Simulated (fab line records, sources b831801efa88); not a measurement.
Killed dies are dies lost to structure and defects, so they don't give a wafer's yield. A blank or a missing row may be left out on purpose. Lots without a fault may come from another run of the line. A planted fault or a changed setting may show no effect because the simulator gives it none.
A struck lot beside a sound one | flow sfq_line | 28 steps out of a route of 325
Sound: wafers L922.3, L922.4, L922.5. Struck: wafers L926.3, L926.4, L926.5. The cause comes at the end.
At each step with rows: each side's tool, then ch and its chambers, then its first start. Under that, the readings that differ: sound wafers | struck wafers | difference of the means | sigmas: that difference in standard deviations of wafers without a fault.
alike: readings whose means differ by less than 2 such deviations, and words and numbers that are the same on both sides. not compared: withheld readings, readings that some wafer has no value for, bounds like >300 that may hide the same value, and numbers for which the record gives no deviation and whose values overlap.
The two part at a step that has a row with sigmas, a row that says differs or no value, or rows on one side only. Numbers that don't overlap but have no deviation are shown without sigmas and don't part them. A reading that every wafer of one side lacks parts them only if that side has two wafers or more.

first, 6 steps without rows for these wafers: SFQ_TRILAYER_M0_LITHO_COAT_026 (resist thk 62 nm); SFQ_TRILAYER_M0_LITHO_COAT_021 (resist thk 600 nm); SFQ_TRILAYER_M0_LITHO_SOFTBAKE_025; SFQ_TRILAYER_M0_LITHO_EXPOSE_022 (exposes mask M0, target cd 500 nm); SFQ_TRILAYER_M0_LITHO_PEB_024 (peb time 60 s); SFQ_TRILAYER_M0_LITHO_DEVELOP_023 (time 60 s).
SFQ_M0_OVL_MEAS_906:
  sound on overlay-01, day 9 10:13; struck on overlay-01, day 10 16:13
  alike: M0_OVL
SFQ_TRILAYER_M0_BARC_OPEN_METAL_ETCH_031: etches BARC in O2, target depth 125 nm, time 41.7 s.
  sound on rie_metal-02 ch 1, day 9 10:17; struck on rie_metal-04 ch 0, day 10 16:17
  alike: drypump_motor_current_A, oes_product_au
  not compared: rf_hours_counter_h
SFQ_TRILAYER_M0_ETCH_METAL_ETCH_024: etches Nb in Cl2/Ar, stops on SiO2, target depth 240 nm, time 120 s.
  sound on rie_metal-02 ch 1, day 9 10:26; struck on rie_metal-04 ch 0, day 10 16:26
  alike: drypump_motor_current_A, oes_product_au
  not compared: rf_hours_counter_h
SFQ_TRILAYER_M0_STRIP_STRIP_025: strips in O2.
  sound on rie_metal-02 ch 1, day 9 11:01; struck on rie_metal-04 ch 0, day 10 17:01
  reading               | sound             | struck            | difference | sigmas
  oes_product_au (a.u.) | 0.980 0.974 0.992 | 1.011 1.027 1.015 | +0.036     | +3
  alike: drypump_motor_current_A
  not compared: rf_hours_counter_h
then, 1 step without rows for these wafers: SFQ_TRILAYER_M0_STRIP_SOLV_CLEAN_026 (cleans in NMP, time 600 s).
SFQ_TRILAYER_I0_DEP_PECVD_027: deposits SiO2 from SiH4/N2O, time 111.11 s, target thk 500 nm.
  sound on pecvd-03 ch 0,1,2, day 9 12:00; struck on pecvd-04 ch 0,1,2, day 10 17:59
  alike: heater_power_w, throttle_valve_pct
SFQ_TRILAYER_I0_CMP_CMP_028: polishes SiO2.
  sound on cmp-02 ch 2,3, day 9 12:04; struck on cmp-01 ch 0,1, day 11 00:08
  reading                                             | sound             | struck          | difference | sigmas
  motor_current_A (A)                                 | 11.1 10.3 11.5    | 9.2 9.5 9.5     | -1.6       | -2
  time_to_endpoint_s (s)                              | 223 226 221       | 199 204 211     | -19        | -2
  model.SiO2_of_TRILAYER_I0_DEP_PECVD_027.thk_nm (nm) | 199.4 201.5 200.2 | 212.9 216 215.5 | +14.4      |
  alike: platen_rpm, retaining_ring_pressure_frac
SFQ_I0_BOW_MEAS_907:
  sound on film_metro-01, day 9 15:07; struck on film_metro-01, day 11 03:59
  reading     | sound     | struck | difference                    | sigmas
  I0_BOW (um) | -10 -12 0 | - - -  | no value on the struck wafers |
SFQ_TRILAYER_I0_METRO_MEASURE_029:
  sound on film_metro-01, day 9 15:35; struck on film_metro-02, day 11 08:44
  reading     | sound             | struck            | difference | sigmas
  thk_nm (nm) | 199.4 201.2 200.1 | 213.1 216.0 215.6 | +14.7      | +10
then, 6 steps without rows for these wafers: SFQ_TRILAYER_I0_VIA_LITHO_COAT_036 (resist thk 62 nm); SFQ_TRILAYER_I0_VIA_LITHO_COAT_031 (resist thk 650 nm); SFQ_TRILAYER_I0_VIA_LITHO_SOFTBAKE_035; SFQ_TRILAYER_I0_VIA_LITHO_EXPOSE_032 (exposes mask I0, target cd 500 nm); SFQ_TRILAYER_I0_VIA_LITHO_PEB_034 (peb time 60 s); SFQ_TRILAYER_I0_VIA_LITHO_DEVELOP_033 (time 60 s).
-- the record jumps here: 2 days lie between the struck wafers' starts before and after --
SFQ_I0_OVL_MEAS_908:
  sound on overlay-02, day 12 06:04; struck on overlay-02, day 13 19:13
  alike: I0_OVL
then, 1 step without rows for these wafers: SFQ_TRILAYER_I0_VIA_BARC_OPEN_VIA_ETCH_046 (etches BARC in O2, target depth 125 nm, time 41.7 s).
SFQ_TRILAYER_I0_VIA_ETCH_VIA_ETCH_034: etches SiO2 in CHF3, stops on Nb, target depth 260 nm.
  sound on rie_diel-01 ch 0,2,3, day 12 06:08; struck on rie_diel-02 ch 1,3, day 13 19:17
  reading                        | sound             | struck            | difference | sigmas
  oes_product_au (a.u.)          | 0.858 0.852 0.854 | 0.889 0.897 0.889 | +0.037     | +7
  model.etch.depth_nm (nm)       | 199.4 201.5 200.2 | 212.9 216 215.5   | +14.4      |
  model.I0.feature_depth_nm (nm) | 199.4 201.5 200.2 | 212.9 216 215.5   | +14.4      |
  alike: drypump_motor_current_A
SFQ_TRILAYER_I0_VIA_STRIP_STRIP_035: strips in O2.
  sound on rie_metal-03 ch 0,1, day 12 06:26; struck on rie_metal-02 ch 0,1, day 13 19:35
  alike: drypump_motor_current_A, oes_product_au
  not compared: rf_hours_counter_h
then, 1 step without rows for these wafers: SFQ_TRILAYER_I0_VIA_STRIP_SOLV_CLEAN_036 (cleans in NMP, time 600 s).
SFQ_TRILAYER_M1_DEP_PRE_CLEAN_038: time 22.5 s.
  sound on pvd_sputter-03, day 12 07:11; struck on pvd_sputter-04, day 13 20:10
  reading                                             | sound           | struck          | difference | sigmas
  model.SiO2_of_TRILAYER_I0_DEP_PECVD_027.thk_nm (nm) | 191.9 194 192.7 | 205.4 208.5 208 | +14.4      |
then, 1 step without rows for these wafers: SFQ_TRILAYER_M1_DEP_SPUTTER_037 (material Nb, target thk 200 nm, time 133.3 s).

WHERE THEY PART
First at SFQ_TRILAYER_M0_STRIP_STRIP_025; last, within this record, at SFQ_TRILAYER_I0_VIA_ETCH_VIA_ETCH_034. Later steps at which nothing parts them and some readings are alike: SFQ_TRILAYER_I0_VIA_STRIP_STRIP_035.

WHY: what the simulator had put in
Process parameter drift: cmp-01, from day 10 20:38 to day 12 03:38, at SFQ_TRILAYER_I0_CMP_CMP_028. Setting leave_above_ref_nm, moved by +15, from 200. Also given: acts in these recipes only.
